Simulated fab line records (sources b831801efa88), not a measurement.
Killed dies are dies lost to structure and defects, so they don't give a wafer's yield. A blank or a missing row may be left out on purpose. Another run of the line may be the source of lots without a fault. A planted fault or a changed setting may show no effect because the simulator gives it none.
Chamber matching ; flow sky130 ; SKY_VIA2_CMP_02 on cmp-02: 4 sister chambers
The step polishes SiO2. 8 wafers are shown with their chamber, then 12 later ones without.

EACH WAFER AND ITS CHAMBER
wafer;chamber;motor_current_A (A)
L086.2;2;12.4
L086.6;1;12.4
L089.6;0;10.8
L090.2;2;12.6
L090.5;3;9.3
L091.2;3;9.2
L091.5;1;12.4
L091.6;0;10.9

WAFERS WITHOUT THEIR CHAMBER
wafer;motor_current_A (A)
L092.1;12.5
L092.2;10.4
L092.5;13.3
L093.2;10.9
L093.3;12.4
L093.4;9.2
L096.4;10.4
L096.5;13.0
L096.6;10.2
L097.2;11.0
L097.5;8.9
L097.6;12.2

WHICH CHAMBER EACH WENT THROUGH
wafer;from the rows above;in truth
L092.1;can't be placed: 2 or 1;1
L092.2;0;0
L092.5;can't be placed: 2 or 1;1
L093.2;0;0
L093.3;can't be placed: 1 or 2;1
L093.4;3;3
L096.4;0;0
L096.5;can't be placed: 2 or 1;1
L096.6;0;0
L097.2;0;0
L097.5;3;3
L097.6;can't be placed: 1 or 2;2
7 of 12 placed correctly. Cannot be placed on the basis of these rows: 5; the candidates contain the true chamber in 5. Number placed wrongly: 0.
How it was worked out, from the rows above alone: a wafer's distance from a chamber is the root of the sum, over the readings, of the square of ((its reading less the chamber's mean) divided by the reading's scatter). The wafer belongs to the nearest chamber; if the next one is less than 2 further off, it can't be placed. Each chamber's mean is taken over the wafers shown for it. The scatter is the square root of a quotient: the sum, over the shown wafers, of each reading's squared deviation from its chamber's mean, divided by wafers minus chambers.
